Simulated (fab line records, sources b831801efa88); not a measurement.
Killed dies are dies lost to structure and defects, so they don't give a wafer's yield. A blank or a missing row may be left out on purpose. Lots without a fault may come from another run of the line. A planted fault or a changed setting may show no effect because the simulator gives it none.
Problem report in the 8D (eight disciplines) form, filled by code | flow sky130 | the parts of the form that need people (team, actions taken, sign-off) are left out

1. THE PROBLEM
oes_product_au at SKY_CONTACT_ETCH_16 reads a mean of 0.934 a.u. on 6 wafers of 2 lots; wafers without a fault read 0.855 a.u. with a standard deviation of 0.0047. That is +17 standard deviations from the usual mean.
The step: etches BARC in N2/H2, stops on SiO2, time 45.9 s, target depth 60 nm.
First seen on wafer L329.4, day 37 11:55, on rie_diel-04. The record holds 36 wafers of 12 lots with a number at this step. Rule for "out", or "out of limits": more than 4 standard deviations from the usual mean. The other wafers with a number count as sound.

2. WHAT IT IS AND WHAT IT IS NOT
question                    | is                       | is not
which readings at this step | oes_product_au           | h2_flow_sccm, throttle_valve_pct
which lots                  | L329, L331               | L310, L311, L315, L316, L318, L319, L324, L325, L327, L333
which wafers of those lots  | all that have a number   | -
read on which tools         | rie_diel-03, rie_diel-04 | rie_diel-02
when                        | from day 37 11:55        | up to then (27 sound wafers); but 3 sound wafers of L333 came after

3. SUSPECTS, AND WHAT RULES EACH OUT
Counting: a tool at a process step up to the reading stays a suspect if it ran every lot that is out and no sound lot after the first of them.
- litho_track-01 at SKY_CONTACT_COAT_08 (resist thk 60 nm): kept. It ran every lot that is out, first L329 (day 36 22:35), and no sound lot after that; its last sound lot up to then is L324 (day 35 18:34).
Left after counting: litho_track-01 at SKY_CONTACT_COAT_08.

4. THE CAUSE (what the simulator had put in)
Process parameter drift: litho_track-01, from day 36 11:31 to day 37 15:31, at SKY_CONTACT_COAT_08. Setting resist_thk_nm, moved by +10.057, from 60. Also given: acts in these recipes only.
Counting left only this tool.

5. THE CHAIN OF EFFECTS, in route order
Each row: a reading whose mean over the struck wafers that have a number lies more than 3 standard deviations from the usual. Only readings for which the record gives a usual standard deviation are gone through. hours: the time from each lot's start at the first step in this table that gives one to its start at this step, as a median over the lots. sigmas: the change in usual standard deviations.
hours | step                | reading        | usual      | on struck wafers | change | sigmas
0     | SKY_CONTACT_ETCH_16 | oes_product_au | 0.855 a.u. | 0.934            | +0.079 | +17
The process steps in it:
- SKY_CONTACT_ETCH_16: etches BARC in N2/H2, stops on SiO2, time 45.9 s, target depth 60 nm.
Later measuring or inspecting steps at which every struck wafer that the step has a row for has a number for every such reading, and none has moved that far: SKY_METAL1_THK_MEAS_06.

6. WHAT WOULD HAVE CAUGHT IT SOONER
In this record the first reading out of limits was taken at day 37 11:55, 24 hours after the fault began at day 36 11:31.
Of the tool readings at SKY_CONTACT_COAT_08 for which the record gives a usual standard deviation, none was out on any struck wafer, so an alarm limit of 4 standard deviations on them would not have fired.
All the lots that are out (2) had begun SKY_CONTACT_COAT_08 on litho_track-01 by day 37 11:55. A hold on the tool at that time would have spared none of them.
